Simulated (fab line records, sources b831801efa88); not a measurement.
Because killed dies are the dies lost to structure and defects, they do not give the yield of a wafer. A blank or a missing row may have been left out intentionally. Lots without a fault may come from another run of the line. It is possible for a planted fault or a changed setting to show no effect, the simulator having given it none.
fab line records    flow sky130
record: lots: 6  wafers: 18  last-day: 50
route steps=708 shown METAL1@441 PAD_OPEN@708
lots that met no fault: from a run of the same line without faults
start-h: hours from the record's opening day to when the first of the lot's shown wafers began    wait-h: hours elapsed since this lot's preceding step    " identical to the entry in the row above    L1.1+2: several wafers, shown together as one row    - no value, or no start given    * or withheld: withheld    < > ~ a bound
route shown NAME@n: a module of which the file shows steps, and the number in the route of the first    usual: the fault-free wafers' mean and standard deviation    same: alike in all rows    chamber/n: place in a boat    sites: the reading at each site    _std_site: standard deviation across them    _edge_site: outer sites' mean less inner sites'    radius-mm: how far each site lies from the wafer's centre    mask NAME#n: copy n    behind: the most recent tool/chamber to have shaped the wafer    hold: what put the lot on hold/how long, in hours/how the hold closed    device: the n, p or np transistor that did not switch    end of line: tests run on the same wafers once the route is complete    a step with no rows: only its recipe    killed: not the wafer's yield, but the dies lost to structure and defects at the first sort    map: a wafer's dies, marking killed ones x, the rest . and places with no die _
set.NAME: the run value of the setting; set.NAME@STEP: its run value at that earlier step    model.NAME: the simulator's own value behind a step, which no gauge read
lots seen at some steps along the route; tables by step, rows by wafer
services: a tool's chamber out of use, with start hour (start-h, from the record's first day; less than 0 if before it), hours out, and reason
== steps ==
step: SKY_METAL1_DEHYDRATE_07
recipe: temp-c: 200  time-s: 60
step: SKY_METAL1_HMDS_08
recipe: prime-time-s: 60  prime-temp-c: 120
step: SKY_METAL1_COAT_09
recipe: resist: BARC  temp-c: withheld  time-s: withheld  spin-rpm: 3000  resist-thk-nm: 60
step: SKY_METAL1_COAT_10
recipe: resist: KrF-thick  spin-rpm: 3000  resist-thk-nm: 450
step: SKY_METAL1_SOFTBAKE_11
recipe: temp-c: 100  time-s: 90  resist: KrF-thick
step: SKY_METAL1_EXPOSE_12
recipe: mask-id: MM1  na: 0.8  source-shape: annular  sigma-inner: 0.55  sigma-outer: 0.85  target-cd-nm: 140  dose-mj: 28
step: SKY_METAL1_PEB_13
recipe: peb-temp-c: withheld  peb-time-s: withheld  resist: KrF-thick
step: SKY_METAL1_DEVELOP_14
recipe: develop-time-s: 60  resist: KrF-thick  dev-temp-c: 20.44
step: SKY_METAL1_CD_MEAS_15
recipe: target-cd-nm: 140
usual: cd-nm: 140.4/1.7
lot.wafer  tool       chamber  start-h  wait-h  cd-nm
L273.1     cd-sem-02  -        783.20   -       141.8
L273.5     "          -        "        "       143.1
L273.6     "          -        "        "       144.0
L274.2     cd-sem-02  -        785.34   -       140.4
L274.3     "          -        "        "       139.6
L274.6     "          -        "        "       139.1
L280.3     cd-sem-01  -        835.41   -       139.5
L280.4     "          -        "        "       140.3
L280.5     "          -        "        "       139.5
L281.3     cd-sem-01  -        847.41   -       140.9
L281.5     "          -        "        "       140.1
L281.6     "          -        "        "       141.2
L292.2     cd-sem-01  -        922.19   -       139.1
L292.4     "          -        "        "       139.8
L292.5     "          -        "        "       140.1
L293.2     cd-sem-01  -        923.92   -       141.4
L293.4     "          -        "        "       141.4
L293.6     "          -        "        "       140.2
step: SKY_METAL1_OVL_MEAS_16
usual: METAL1_OVL: 3/4.5
lot.wafer  tool        chamber  start-h  wait-h  METAL1_OVL[nm]
L273.1     overlay-01  -        783.32   0.1     7
L273.5     "           -        "        "       4
L273.6     "           -        "        "       0
L274.2     overlay-01  -        785.44   0.1     -2
L274.3     "           -        "        "       5
L274.6     "           -        "        "       -2
L280.3     overlay-01  -        835.50   0.1     4
L280.4     "           -        "        "       8
L280.5     "           -        "        "       4
L281.3     overlay-01  -        847.50   0.1     4
L281.5     "           -        "        "       5
L281.6     "           -        "        "       5
L292.2     overlay-01  -        922.29   0.1     3
L292.4     "           -        "        "       1
L292.5     "           -        "        "       2
L293.2     overlay-01  -        924.03   0.1     3
L293.4     "           -        "        "       5
L293.6     "           -        "        "       2
step: SKY_METAL1_DESCUM_17
recipe: chemistry: O2  source-power-w: 150  bias-power-w: 0  pressure-mtorr: 10  temp-c: 40  time-s: 8
usual: drypump-motor-current-A: 5.4/0.63  oes-product-au: 0.996/0.012
lot.wafer  tool          chamber  start-h  wait-h  drypump-motor-current-A  oes-product-au  rf-hours-counter-h
L273.1     rie-metal-04  0        783.36   0.0     6.1                      1.002           8
L273.5     "             1        "        "       4.7                      0.992           -
L273.6     "             0        "        "       6.1                      1.008           -
L274.2     rie-metal-02  1        785.47   0.0     5.3                      0.976           13
L274.3     "             0        "        "       5.1                      0.990           -
L274.6     "             0        "        "       5.1                      0.990           -
L280.3     rie-metal-02  1        835.53   0.0     5.3                      0.974           -
L280.4     "             0        "        "       5.2                      0.986           -
L280.5     "             1        "        "       5.3                      0.976           -
L281.3     rie-metal-02  1        847.53   0.0     5.3                      0.986           -
L281.5     "             0        "        "       5.1                      0.997           -
L281.6     "             1        "        "       5.3                      0.985           -
L292.2     rie-metal-04  1        922.32   0.0     4.7                      0.994           7
L292.4     "             1        "        "       4.7                      1.000           -
L292.5     "             0        "        "       6.1                      1.008           -
L293.2     rie-metal-04  0        924.06   0.0     6.1                      1.006           13
L293.4     "             0        "        "       6.1                      1.009           -
L293.6     "             0        "        "       6.1                      1.011           -
step: SKY_METAL1_ETCH_18
recipe: chemistry: N2/H2  target: BARC  ion-energy-ev: 200  bias-w: 100  pressure-mtorr: 30  n2-flow-sccm: 100  h2-flow-sccm: 200  icp-w: 500  stop-on: SiO2  time-s: 45.9  target-depth-a: 600
usual: drypump-motor-current-A: 5.4/0.62  oes-product-au: 0.855/0.0042  throttle-valve-pct: 13.225/0.0086
lot.wafer  tool          chamber  start-h  wait-h  drypump-motor-current-A  oes-product-au  rf-hours-counter-h  throttle-valve-pct
L273.1     rie-metal-04  0        783.39   0.0     6.1                      0.859           8                   13.219
L273.5     "             1        "        "       4.7                      0.860           -                   13.216
L273.6     "             0        "        "       6.1                      0.859           -                   13.223
L274.2     rie-metal-02  1        785.50   0.0     5.3                      0.858           13                  13.219
L274.3     "             0        "        "       5.1                      0.853           -                   13.219
L274.6     "             0        "        "       5.1                      0.854           -                   13.230
L280.3     rie-metal-02  1        835.58   0.0     5.3                      0.854           -                   13.224
L280.4     "             0        "        "       5.1                      0.856           -                   13.235
L280.5     "             1        "        "       5.3                      0.850           -                   13.234
L281.3     rie-metal-02  1        847.58   0.0     5.2                      0.852           -                   13.219
L281.5     "             0        "        "       5.1                      0.851           -                   13.225
L281.6     "             1        "        "       5.3                      0.853           -                   13.227
L292.2     rie-metal-04  1        922.35   0.0     4.7                      0.859           7                   13.224
L292.4     "             1        "        "       4.7                      0.855           -                   13.228
L292.5     "             0        "        "       6.1                      0.861           -                   13.220
L293.2     rie-metal-04  0        924.09   0.0     6.2                      0.851           13                  13.225
L293.4     "             0        "        "       6.1                      0.860           -                   13.223
L293.6     "             0        "        "       6.1                      0.855           -                   13.236
step: SKY_METAL1_METAL_ETCH_19
recipe: target-depth-a: 3600  stop-on: SiO2  over-etch-frac: 0.3  time-s: 78  chemistry: Cl2/BCl3  resist-sidewall-deg: 88  pressure-mtorr: 10  icp-w: 900  bias-w: 48.5  Cl2_flow_sccm: 60  bcl3-flow-sccm: 30
usual: drypump-motor-current-A: 5.4/0.63  oes-product-au: 0.855/0.0067  over-etch-frac: 0.3/0  throttle-valve-pct: 22.264/0.0084
lot.wafer  tool          chamber  start-h  wait-h  drypump-motor-current-A  oes-product-au  over-etch-frac  rf-hours-counter-h  throttle-valve-pct  model.KrF-thick_of_METAL1_COAT_10.thk-nm  model.METAL1.cd-nm
L273.1     rie-metal-04  0        783.45   0.0     6.1                      0.862           0.3             8                   22.257              155.9                                     139.5
L273.5     "             1        "        "       4.7                      0.864           0.3             -                   22.266              158.3                                     140.6
L273.6     "             0        "        "       6.1                      0.850           0.3             -                   22.267              156                                       142.3
L274.2     rie-metal-02  1        785.57   0.0     5.3                      0.851           0.3             13                  22.272              165.8                                     139.4
L274.3     "             0        "        "       5.1                      0.841           0.3             -                   22.249              163.3                                     141.3
L274.6     "             0        "        "       5.1                      0.847           0.3             -                   22.261              159.5                                     141.4
L280.3     rie-metal-02  1        835.65   0.1     5.3                      0.856           0.3             -                   22.266              170.6                                     141.6
L280.4     "             0        "        "       5.1                      0.844           0.3             -                   22.253              159.5                                     140.1
L280.5     "             1        "        "       5.3                      0.851           0.3             -                   22.267              172.4                                     140.7
L281.3     rie-metal-02  1        847.65   0.1     5.2                      0.863           0.3             -                   22.253              168.4                                     144.9
L281.5     "             0        "        "       5.1                      0.860           0.3             -                   22.261              158.7                                     141
L281.6     "             1        "        "       5.3                      0.860           0.3             -                   22.261              166.2                                     145
L292.2     rie-metal-04  1        922.42   0.0     4.7                      0.855           0.3             7                   22.266              155.9                                     137.6
L292.4     "             1        "        "       4.7                      0.856           0.3             -                   22.251              157.4                                     139.3
L292.5     "             0        "        "       6.1                      0.934           0.12528         -                   22.282              186.6                                     144.2
L293.2     rie-metal-04  0        924.15   0.0     6.1                      0.933           0.12528         13                  22.277              187.7                                     144.2
L293.4     "             0        "        "       6.1                      0.929           0.12528         -                   22.256              185.2                                     143.8
L293.6     "             0        "        "       6.1                      0.928           0.12528         -                   22.276              186.9                                     143.6
step: SKY_METAL1_STRIP_20
recipe: chemistry: O2/N2  power-w: 1400  pressure-mtorr: 1500  platen-temp-c: withheld  o2-flow-sccm: 3000  n2-flow-sccm: 300  overash-fraction: 0.5
usual: drypump-motor-current-A: 5.12/0.23  oes-product-au: 0.345/0.0052  strip-time-to-endpoint-s: 2.72/0.058
lot.wafer  tool             chamber  start-h  wait-h  drypump-motor-current-A  oes-product-au  rf-hours-counter-h  strip-time-to-endpoint-s
L273.1     plasma-asher-03  0        783.54   0.1     5.07                     0.337           33                  2.67
L273.5     "                1        "        "       5.33                     0.344           -                   2.69
L273.6     "                0        "        "       5.09                     0.338           -                   2.66
L274.2     plasma-asher-04  0        785.66   0.1     5.47                     0.346           66                  2.77
L274.3     "                1        "        "       4.93                     0.351           -                   2.76
L274.6     "                1        "        "       4.93                     0.349           -                   2.71
L280.3     plasma-asher-04  1        835.74   0.1     4.96                     0.352           -                   2.82
L280.4     "                0        "        "       5.44                     0.339           -                   2.70
L280.5     "                1        "        "       4.96                     0.352           -                   2.83
L281.3     plasma-asher-04  1        847.74   0.1     4.96                     0.343           -                   2.81
L281.5     "                1        "        "       4.94                     0.353           -                   2.69
L281.6     "                0        "        "       5.43                     0.348           -                   2.79
L292.2     plasma-asher-02  0        922.51   0.1     4.77                     0.339           112                 2.67
L292.4     "                0        "        "       4.77                     0.339           -                   2.68
L292.5     "                0        "        "       4.78                     0.356           -                   3.00
L293.2     plasma-asher-04  1        924.24   0.1     4.96                     0.363           80                  3.03
L293.4     "                0        "        "       5.45                     0.356           -                   2.99
L293.6     "                1        "        "       4.95                     0.356           -                   2.99
step: SKY_METAL1_STRIP_21
recipe: chemistry: post-etch-residue-remover  time-s: 1200  temp-c: 72.5
step: SKY_PAD_OPEN_PROBE_99
usual: defect-limited-yield: 82.3/2  killed_at_M0_to_M3: 43/7.1  killed_at_M4_up: 3/1.7  killed-at-contacts: 25/5.6  killed-at-front-end: 16/4.1  killed-at-other: 0.2/0.49  killed-dies: 87/9.8  killed-open: 47/7.6  killed-short: 40/6.1  sort_bin_3_pad_short: 0.9/0.44  sort_bin_5_function: 10.5/1.6  sort_bin_6_memory: 6.3/1  sort-n-pass: 405/9.8  sort-yield-pct: 82.3/2
same: gross-dies: 492  killed-at-back-side: 0  sort_bin_4_leakage[%]: 0  sort_bin_8_speed[%]: 0
lot.wafer  tool       chamber  start-h  wait-h  defect-limited-yield[%]  killed_at_M0_to_M3  killed_at_M4_up  killed-at-contacts  killed-at-front-end  killed-at-other  killed-dies  killed-open  killed-short  sort_bin_3_pad_short[%]  sort_bin_5_function[%]  sort_bin_6_memory[%]  sort-n-pass  sort-yield-pct[%]
L280.3     prober-02  -        1132.43  0.2     83.7                     37                  5                19                  19                   0                80           45           35            0.8                      8.7                     6.7                   412          83.7
L280.4     prober-02  -        1132.48  0.2     84.6                     43                  4                16                  12                   1                76           33           43            1.0                      8.9                     5.5                   416          84.6
L280.5     prober-02  -        1132.53  0.2     83.9                     43                  6                18                  12                   0                79           44           35            0.4                      9.1                     6.5                   413          83.9
killed by level:class
L280.3 VIA3:geometric-particle:open=8 VIA1:geometric-particle:short=7 CONTACT:geometric-particle:open=6 FIELD_ISO:geometric-particle:open=5 POLY_GATE:geometric-particle:open=5 VIA1:geometric-particle:open=5 METAL2:geometric-particle:short=5 VIA2:geometric-particle:open=5
L280.4 VIA1:geometric-particle:short=8 LOCAL_INTERCONNECT:geometric-particle:short=7 METAL2:geometric-particle:short=6 VIA3:geometric-particle:open=6 FIELD_ISO:geometric-particle:short=5 VIA1:geometric-particle:open=5 LI_CONTACT:geometric-particle:open=4 VIA3:geometric-particle:short=4
L280.5 VIA3:geometric-particle:open=10 VIA2:geometric-particle:open=9 METAL2:geometric-particle:short=9 CONTACT:geometric-particle:open=8 FIELD_ISO:geometric-particle:open=5 VIA3:geometric-particle:short=5 FIELD_ISO:geometric-particle:short=4 METAL4:geometric-particle:short=4
== services ==
tool             chamber  start-h  hours  kind
plasma-asher-04  -        761.79   11.5   repair
rie-metal-02     -        903.07   0.6    repair
plasma-asher-03  -        908.74   1.4    repair
plasma-asher-02  -        910.57   7.0    repair
== key ==
first-sign: step: SKY_METAL1_METAL_ETCH_19  reading: over-etch-frac  direction: down  sigmas: 99+  usual: 0.3  struck: 0.12528
effect: step: SKY_METAL1_METAL_ETCH_19  reading: oes-product-au  direction: up  sigmas: 11  usual: 0.855  struck: 0.931
effect: step: SKY_METAL1_STRIP_20  reading: strip-time-to-endpoint-s  direction: up  sigmas: 4.9  usual: *  struck: *
model-effect: step: SKY_METAL1_METAL_ETCH_19  value: KrF-thick_of_METAL1_COAT_10.thk-nm  without: 154.6  struck: 186.6
met-at SKY_METAL1_METAL_ETCH_19
struck-wafers L292.5,L293.2,L293.4,L293.6
onset-between 783.45 922.42
fault: kind: process-parameter-drift  tool: rie-metal-04  chamber: 0  onset-h: 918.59  steps: SKY_METAL1_METAL_ETCH_19  channel: over-etch-frac  offset: -0.17472  shape: step  end-h: 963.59  acts-in: these-recipes-only  stated: 0.3
